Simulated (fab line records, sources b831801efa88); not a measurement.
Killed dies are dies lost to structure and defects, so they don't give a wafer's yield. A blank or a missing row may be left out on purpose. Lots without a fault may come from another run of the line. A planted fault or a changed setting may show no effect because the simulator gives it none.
Which tool did it? | flow sky130 | 6 lots, 18 wafers sampled, at 1 step of a route of 708

WHAT THE GAUGES READ, wafer by wafer
SKY_NWELL_OVL_MEAS_10.
lot  | measured    | on         | NWELL_00_OVL (nm)
L469 | day 5 00:19 | overlay-01 | -0.7 -1.8 -2.4
L478 | day 7 12:42 | overlay-02 | -0.4 1.4 0.2
L483 | day 8 10:25 | overlay-02 | -0.3 0.1 -0.5
L486 | day 9 06:58 | overlay-01 | -0.1 -0.4 -1.5
L487 | day 9 11:58 | overlay-01 | -1.8 -0.9 -0.3
L489 | day 9 20:48 | overlay-02 | -3.6 -0.7 -2.6

WHICH TOOL RAN EACH LOT (tool, then ch and the chambers of the sampled wafers, then the start)
The record holds no process step before these readings.

THE ANSWER, worked out from the rows above alone
Rule: what is usual is taken from the lots themselves. Put in order of their means at a reading, lots are off if they are a third of the lots or fewer, leave a main group of 4 or more, and stand apart from it by a gap of 3 or more times the standard deviation of the main group's means; of several such gaps the widest counts. A main group whose means are all the same, to the digits that the tables above print for the reading, isn't used. A lot without any number at a reading at which 4 lots or more have one is off too. The other lots that the step has rows for count as sound.
No lot is off at any reading shown: from this, nothing can be told.

WHAT THE SIMULATOR HAD PUT IN
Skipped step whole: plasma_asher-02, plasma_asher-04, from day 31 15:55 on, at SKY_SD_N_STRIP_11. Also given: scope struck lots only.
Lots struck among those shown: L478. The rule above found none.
